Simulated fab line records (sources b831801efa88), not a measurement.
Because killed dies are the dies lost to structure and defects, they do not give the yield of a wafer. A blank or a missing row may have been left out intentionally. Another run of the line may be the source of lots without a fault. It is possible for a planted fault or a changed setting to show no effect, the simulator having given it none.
Chamber matching	flow sfq line	rie diel-02 running SFQ_TRILAYER_I0_VIA_ETCH_VIA_ETCH_034: 3 sister chambers
The step etches SiO2 in CHF3, stops on Nb, target depth 260 nm. 6 wafers are shown with their chamber, then 6 later ones without.

WAFERS PAIRED WITH THEIR CHAMBERS
wafer	chamber	drypump motor current A (A)	chamber pressure mTorr (mTorr)
L818.4	0	6.0	29.996
L819.3	0	5.9	30.051
L819.6	1	6.0	29.991
L822.1	1	6.0	30.001
L822.6	2	4.7	30.017
L825.2	2	4.7	29.980

WAFERS WITH NO CHAMBER GIVEN
wafer	drypump motor current A (A)	chamber pressure mTorr (mTorr)
L825.6	4.7	29.965
L827.1	4.7	30.023
L827.3	5.9	30.056
L836.1	4.7	29.973
L836.5	4.7	29.976
L836.6	6.0	30.043

EACH ONE'S CHAMBER
wafer	from the rows above	in truth
L825.6	2	2
L827.1	2	2
L827.3	can't be placed: 0 or 1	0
L836.1	2	2
L836.5	2	2
L836.6	can't be placed: 0 or 1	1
4 of 6 placed correctly. Not placeable from these rows: 2 (in 2, the candidates include the true chamber). 0 placed wrongly.
How it was worked out, from the rows above alone: a wafer's distance from a chamber is the root of the sum, over the readings, of the square of ((its reading less the chamber's mean) divided by the reading's scatter). The wafer belongs to the nearest chamber; if the next one is less than 2 further off, it can't be placed. A chamber's mean is the mean of its shown wafers. The scatter: take each reading less its chamber's mean, square it, sum over the shown wafers, divide by the number of wafers less the number of chambers, and take the root.
